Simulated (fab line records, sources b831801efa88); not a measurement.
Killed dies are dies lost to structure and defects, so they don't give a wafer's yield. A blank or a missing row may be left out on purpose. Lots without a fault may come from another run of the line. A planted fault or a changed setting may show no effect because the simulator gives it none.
A struck lot beside a sound one | flow sky130 | 17 steps out of a route of 708
Sound: wafers L468.1, L468.5, L468.6. Struck: wafers L487.2, L487.4, L487.5. The cause comes at the end.
At each step with rows: each side's tool, then ch and its chambers, then its first start. Under that, the readings that differ: sound wafers | struck wafers | difference of the means | sigmas: that difference in standard deviations of wafers without a fault.
alike: readings whose means differ by less than 2 such deviations, and words and numbers that are the same on both sides. not compared: withheld readings, readings that some wafer has no value for, bounds like >300 that may hide the same value, and numbers for which the record gives no deviation and whose values overlap.
The two part at a step that has a row with sigmas, a row that says differs or no value, or rows on one side only. Numbers that don't overlap but have no deviation are shown without sigmas and don't part them. A reading that every wafer of one side lacks parts them only if that side has two wafers or more.

SKY_LOCAL_INTERCONNECT_RS_MEAS_01: measures by four-point-probe.
  sound on film_metro-02, day 30 01:49; struck on film_metro-02, day 36 01:22
  alike: LOCAL_INTERCONNECT_TIN_RS
SKY_LOCAL_INTERCONNECT_THK_MEAS_02: measures by xrf.
  sound on film_metro-02, day 30 01:56; struck on film_metro-02, day 36 01:28
  alike: LOCAL_INTERCONNECT_TIN_THK
then, 8 steps without rows for these wafers: SKY_LOCAL_INTERCONNECT_DEHYDRATE_03 (time 60 s); SKY_LOCAL_INTERCONNECT_HMDS_04 (prime time 60 s); SKY_LOCAL_INTERCONNECT_COAT_05 (resist thk 60 nm); SKY_LOCAL_INTERCONNECT_COAT_06 (resist thk 446.2 nm); SKY_LOCAL_INTERCONNECT_SOFTBAKE_07 (time 90 s); SKY_LOCAL_INTERCONNECT_EXPOSE_08 (exposes mask LI1M, target cd 170 nm); SKY_LOCAL_INTERCONNECT_PEB_09; SKY_LOCAL_INTERCONNECT_DEVELOP_10 (develop time 60 s).
SKY_LOCAL_INTERCONNECT_CD_MEAS_11: target cd 170 nm.
  sound on cd_sem-01, day 31 05:35; struck on cd_sem-01, day 37 03:53
  alike: cd_nm
SKY_LOCAL_INTERCONNECT_OVL_MEAS_12:
  sound on overlay-02, day 31 05:42; struck on overlay-01, day 37 03:59
  alike: LOCAL_INTERCONNECT_OVL
SKY_LOCAL_INTERCONNECT_ETCH_13: etches BARC in N2/H2, stops on SiO2, time 45.9 s, target depth 60 nm.
  sound on rie_metal-01 ch 0,1, day 31 05:44; struck on rie_metal-03 ch 0, day 37 04:01
  reading                                                   | sound             | struck            | difference | sigmas
  rf_fwd_power_W (W)                                        | 492.3 493.8 493.9 | 416.5 416.3 416.3 | -77.0      | -35
  model.KrF-thick_of_LOCAL_INTERCONNECT_COAT_06.thk_nm (nm) | 390.5 387.1 389.9 | 393.4 393.3 394.4 | +4.5       |
  alike: drypump_motor_current_A, oes_product_au, throttle_valve_pct
  not compared: rf_hours_counter_h
SKY_LOCAL_INTERCONNECT_METAL_ETCH_14: etches TiN in Cl2/BCl3, stops on PSG, target depth 110 nm, time 31.4 s.
  sound on rie_metal-01 ch 0,1, day 31 05:48; struck on rie_metal-03 ch 0, day 37 04:05
  reading                                                   | sound             | struck            | difference | sigmas
  model.KrF-thick_of_LOCAL_INTERCONNECT_COAT_06.thk_nm (nm) | 346.3 342.4 345.4 | 349.5 349.2 350.5 | +5.0       |
  alike: drypump_motor_current_A, oes_product_au, rf_fwd_power_W, throttle_valve_pct
  not compared: rf_hours_counter_h
SKY_LOCAL_INTERCONNECT_STRIP_15: strips in O2/N2.
  sound on plasma_asher-01 ch 0,1, day 31 05:51; struck on plasma_asher-03 ch 0,1, day 37 04:08
  reading                      | sound             | struck            | difference | sigmas
  strip_time_to_endpoint_s (s) | 4.697 4.665 4.672 | 4.730 4.731 4.748 | +0.058     | +3
  alike: drypump_motor_current_A, oes_product_au
  not compared: rf_hours_counter_h
then, 2 steps without rows for these wafers: SKY_LOCAL_INTERCONNECT_STRIP_16 (strips in post etch residue remover, time 1200 s); SKY_PAD_OPEN_PROBE_99.

WHERE THEY PART
First at SKY_LOCAL_INTERCONNECT_ETCH_13; last, within this record, at SKY_LOCAL_INTERCONNECT_STRIP_15.

WHY: what the simulator had put in
Process parameter drift: rie_metal-03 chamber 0, from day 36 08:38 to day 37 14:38, at SKY_LOCAL_INTERCONNECT_ETCH_13. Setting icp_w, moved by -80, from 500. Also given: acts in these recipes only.
